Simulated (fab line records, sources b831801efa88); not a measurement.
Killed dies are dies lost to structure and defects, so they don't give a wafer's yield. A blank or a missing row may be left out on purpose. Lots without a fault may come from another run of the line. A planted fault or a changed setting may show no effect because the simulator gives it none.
Which tool did it? | flow gf180mcu | 13 lots, 39 wafers sampled, at 5 steps of a route of 602

WHAT THE GAUGES READ, wafer by wafer
GF_MIM_THK_MEAS_06.
lot  | measured     | on            | MIM_CVD_05_THK (nm)
L673 | day 24 19:21 | film_metro-03 | 42.0 42.5 42.4
L675 | day 25 08:22 | film_metro-01 | 42.8 41.2 42.6
L676 | day 25 19:23 | film_metro-01 | 41.8 42.0 42.5
L677 | day 26 00:14 | film_metro-01 | 40.9 41.2 41.2
L679 | day 26 15:14 | film_metro-01 | 41.2 41.3 42.1
L681 | day 27 03:34 | film_metro-02 | 32.0 31.8 31.6
L683 | day 27 19:00 | film_metro-03 | 41.0 40.8 32.4
L685 | day 28 08:38 | film_metro-02 | 42.6 41.9 43.1
L690 | day 29 20:44 | film_metro-01 | 41.7 42.2 42.2
L691 | day 30 06:53 | film_metro-01 | 42.0 42.7 42.4
L692 | day 30 09:06 | film_metro-03 | 41.9 42.2 42.4
L693 | day 30 15:25 | film_metro-01 | 41.4 43.5 42.0
L694 | day 31 00:44 | film_metro-01 | 41.6 42.1 41.7

GF_MIM_RS_MEAS_10: measures by four-point-probe.
lot  | measured     | on            | MIM_ALCU_RS (ohm/sq)
L673 | day 24 19:31 | film_metro-02 | 0.1580 0.1570 0.1589
L675 | day 25 08:34 | film_metro-02 | 0.1592 0.1634 0.1603
L676 | day 25 19:34 | film_metro-02 | 0.1562 0.1593 0.1583
L677 | day 26 00:25 | film_metro-01 | 0.1593 0.1556 0.1597
L679 | day 26 15:24 | film_metro-02 | 0.1627 0.1627 0.1638
L681 | day 27 03:44 | film_metro-02 | 0.1622 0.1590 0.1599
L683 | day 27 19:10 | film_metro-02 | 0.1615 0.1548 0.1606
L685 | day 28 08:47 | film_metro-03 | 0.1592 0.1635 0.1632
L690 | day 29 20:53 | film_metro-02 | 0.1612 0.1586 0.1610
L691 | day 30 07:02 | film_metro-01 | 0.1611 0.1635 0.1625
L692 | day 30 09:17 | film_metro-02 | 0.1589 0.1617 0.1587
L693 | day 30 15:35 | film_metro-02 | 0.1610 0.1595 0.1605
L694 | day 31 00:54 | film_metro-03 | 0.1596 0.1580 0.1609

WHICH TOOL RAN EACH LOT (tool, then ch and the chambers of the sampled wafers, then the start)
lot  | GF_V4_STRIP_18                       | GF_V4_SPUTTER_22             | GF_MIM_CVD_05
L673 | plasma_asher-01 ch 0,1, day 24 17:52 | pvd_sputter-03, day 24 18:28 | pecvd-02 ch 0,1, day 24 19:19
L675 | plasma_asher-01 ch 0,1, day 25 06:53 | pvd_sputter-03, day 25 07:27 | pecvd-04 ch 0,1,2, day 25 08:19
L676 | plasma_asher-02 ch 0,1, day 25 17:52 | pvd_sputter-03, day 25 18:29 | pecvd-01 ch 1,2, day 25 19:20
L677 | plasma_asher-02 ch 0,1, day 25 22:46 | pvd_sputter-01, day 25 23:20 | pecvd-02 ch 0,1, day 26 00:11
L679 | plasma_asher-03 ch 0,1, day 26 13:46 | pvd_sputter-01, day 26 14:21 | pecvd-02 ch 0,1,2, day 26 15:13
L681 | plasma_asher-01 ch 0,1, day 27 02:04 | pvd_sputter-02, day 27 02:40 | pecvd-02 ch 0,1,2, day 27 03:31
L683 | plasma_asher-01 ch 0,1, day 27 17:07 | pvd_sputter-02, day 27 18:03 | pecvd-02 ch 0,1, day 27 18:58
L685 | plasma_asher-03 ch 0, day 28 07:08   | pvd_sputter-03, day 28 07:44 | pecvd-01 ch 0,2, day 28 08:35
L690 | plasma_asher-02 ch 0,1, day 29 19:14 | pvd_sputter-03, day 29 19:50 | pecvd-04 ch 0,1,2, day 29 20:41
L691 | plasma_asher-03 ch 0,1, day 30 05:22 | pvd_sputter-01, day 30 06:00 | pecvd-04 ch 0,1, day 30 06:51
L692 | plasma_asher-03 ch 0,1, day 30 07:37 | pvd_sputter-01, day 30 08:11 | pecvd-01 ch 0,2, day 30 09:02
L693 | plasma_asher-03 ch 0,1, day 30 13:55 | pvd_sputter-03, day 30 14:32 | pecvd-01 ch 0,1,2, day 30 15:23
L694 | plasma_asher-02 ch 0, day 30 23:14   | pvd_sputter-02, day 30 23:50 | pecvd-01 ch 0,2, day 31 00:42
- GF_V4_STRIP_18: strips in O2/N2.
- GF_V4_SPUTTER_22: material TiN, target thk 10 nm, time 40 s.
- GF_MIM_CVD_05: deposits Si3N4, target thk 42 nm, time 29.086 s.

WHAT THE TOOLS THEMSELVES READ (means of the sampled wafers that have a number; where no wafer has one, the mark that the record gives instead)
GF_V4_STRIP_18.
lot  | tool            | drypump_motor_current_A (A) | heater_power_w (W) | oes_product_au (a.u.)
L673 | plasma_asher-01 | 6.0                         | 316                | 0.598
L675 | plasma_asher-01 | 6.0                         | 313                | 0.595
L676 | plasma_asher-02 | 5.5                         | 362                | 0.593
L677 | plasma_asher-02 | 5.4                         | 358                | 0.594
L679 | plasma_asher-03 | 5.6                         | 348                | 0.596
L681 | plasma_asher-01 | 6.2                         | 301                | 0.596
L683 | plasma_asher-01 | 5.9                         | 318                | 0.597
L685 | plasma_asher-03 | 5.6                         | 338                | 0.595
L690 | plasma_asher-02 | 5.7                         | 363                | 0.593
L691 | plasma_asher-03 | 5.6                         | 347                | 0.601
L692 | plasma_asher-03 | 5.5                         | 362                | 0.590
L693 | plasma_asher-03 | 5.6                         | 354                | 0.585
L694 | plasma_asher-02 | 6.0                         | 357                | 0.598

GF_V4_SPUTTER_22.
lot  | tool           | throttle_valve_pct (%)
L673 | pvd_sputter-03 | 29.5
L675 | pvd_sputter-03 | 29.4
L676 | pvd_sputter-03 | 30.2
L677 | pvd_sputter-01 | 31.1
L679 | pvd_sputter-01 | 30.1
L681 | pvd_sputter-02 | 30.8
L683 | pvd_sputter-02 | 30.7
L685 | pvd_sputter-03 | 29.7
L690 | pvd_sputter-03 | 30.3
L691 | pvd_sputter-01 | 30.6
L692 | pvd_sputter-01 | 30.5
L693 | pvd_sputter-03 | 29.6
L694 | pvd_sputter-02 | 30.7

GF_MIM_CVD_05.
lot  | tool     | heater_power_w (W)
L673 | pecvd-02 | 593
L675 | pecvd-04 | 777
L676 | pecvd-01 | 739
L677 | pecvd-02 | 550
L679 | pecvd-02 | 590
L681 | pecvd-02 | 592
L683 | pecvd-02 | 612
L685 | pecvd-01 | 654
L690 | pecvd-04 | 727
L691 | pecvd-04 | 697
L692 | pecvd-01 | 722
L693 | pecvd-01 | 778
L694 | pecvd-01 | 703

THE ANSWER, worked out from the rows above alone
Rule: what is usual is taken from the lots themselves. Put in order of their means at a reading, lots are off if they are a third of the lots or fewer, leave a main group of 4 or more, and stand apart from it by a gap of 3 or more times the standard deviation of the main group's means; of several such gaps the widest counts. A main group whose means are all the same, to the digits that the tables above print for the reading, isn't used. A lot without any number at a reading at which 4 lots or more have one is off too. The other lots that the step has rows for count as sound. The gauges are gone through in route order, then the tools' own readings, and for those a lot's mean is taken as printed above. The first step at which some lot is off is used, and at that step the reading that is off furthest; a lot without a number counts as furthest.
Off: L681, L683, at GF_MIM_THK_MEAS_06 (MIM_CVD_05_THK). The main group: mean 42.0 nm, standard deviation 0.4.
A tool fits if, at a process step before that reading, it ran every lot that is off, and no sound lot after the first of them. The gauges at GF_MIM_THK_MEAS_06 are tried like those tools. Can't be told from this: 2 tools fit, plasma_asher-01 at GF_V4_STRIP_18, pecvd-02 at GF_MIM_CVD_05.

WHAT THE SIMULATOR HAD PUT IN
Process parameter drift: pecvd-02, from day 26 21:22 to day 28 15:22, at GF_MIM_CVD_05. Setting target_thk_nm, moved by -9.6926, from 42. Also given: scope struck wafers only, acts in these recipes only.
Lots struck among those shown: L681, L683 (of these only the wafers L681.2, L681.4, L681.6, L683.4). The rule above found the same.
